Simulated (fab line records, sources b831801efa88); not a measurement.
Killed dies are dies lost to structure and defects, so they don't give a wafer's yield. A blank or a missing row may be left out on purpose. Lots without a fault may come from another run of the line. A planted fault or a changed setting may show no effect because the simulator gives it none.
Problem report in the 8D (eight disciplines) form, filled by code | flow sky130 | the parts of the form that need people (team, actions taken, sign-off) are left out

1. THE PROBLEM
run_length_s at SKY_FIELD_ISO_WET_ETCH_30 reads a mean of 53.1 s on 6 wafers of 2 lots; wafers without a fault read 77.7 s with a standard deviation of 2.7. That is -9.1 standard deviations from the usual mean.
The step: etches SiO2 in dHF, target depth 25 nm, time 50 s.
First seen on wafer L885.3, day 4 05:20, on wet_bench-04. The record holds 18 wafers of 6 lots with a number at this step. Rule for "out", or "out of limits": more than 4 standard deviations from the usual mean. The other wafers with a number count as sound.

2. WHAT IT IS AND WHAT IT IS NOT
question                    | is                     | is not
which readings at this step | run_length_s           | bath_heat_duty_pct
which lots                  | L885, L890             | L879, L886, L896, L899
which wafers of those lots  | all that have a number | -
read on which tools         | wet_bench-04           | wet_bench-01, wet_bench-03
when                        | from day 4 05:20       | up to then (3 sound wafers); but 9 sound wafers of L886, L896, L899 came after

3. SUSPECTS, AND WHAT RULES EACH OUT
Counting: a tool at a process step up to the reading stays a suspect if it ran every lot that is out and no sound lot after the first of them.
- cmp-02 at SKY_FIELD_ISO_CMP_27 (polishes, stops on Si3N4, t overpolish 16 s, target thk 457.8 nm): ruled out as a lasting fault. Sound lots L899 ran on it after its first lot that is out, L885 (day 4 04:32).
- wet_bench-04 at SKY_FIELD_ISO_WET_ETCH_30 (etches SiO2 in dHF, target depth 25 nm, time 50 s): kept. It ran every lot that is out, first L885 (day 4 05:20), and no sound lot after that; its last sound lot up to then is L879 (day 2 22:47). Its own readings are out on those wafers: run_length_s.
Left after counting: wet_bench-04 at SKY_FIELD_ISO_WET_ETCH_30.

4. THE CAUSE (what the simulator had put in)
Process parameter drift: wet_bench-04, from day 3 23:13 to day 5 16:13, at SKY_FIELD_ISO_WET_ETCH_30. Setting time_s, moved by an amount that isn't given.
Counting left only this tool.

5. THE CHAIN OF EFFECTS, in route order
Each row: a reading whose mean over the struck wafers that have a number lies more than 3 standard deviations from the usual. Only readings for which the record gives a usual standard deviation are gone through. hours: the time from each lot's start at the first step in this table that gives one to its start at this step, as a median over the lots. sigmas: the change in usual standard deviations.
hours | step                      | reading      | usual  | on struck wafers | change | sigmas
0     | SKY_FIELD_ISO_WET_ETCH_30 | run_length_s | 77.7 s | 53.1             | -24.6  | -9.1
The process steps in it:
- SKY_FIELD_ISO_WET_ETCH_30: etches SiO2 in dHF, target depth 25 nm, time 50 s.
Later measuring or inspecting steps at which every struck wafer that the step has a row for has a number for every such reading, and none has moved that far: SKY_NWELL_THK_MEAS_02, SKY_DNWELL_TW_MEAS_09, SKY_PWDE_OVL_MEAS_07, SKY_PWDE_TW_MEAS_10.

6. WHAT WOULD HAVE CAUGHT IT SOONER
In this record the first reading out of limits was taken at day 4 05:20, 6 hours after the fault began at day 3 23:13.
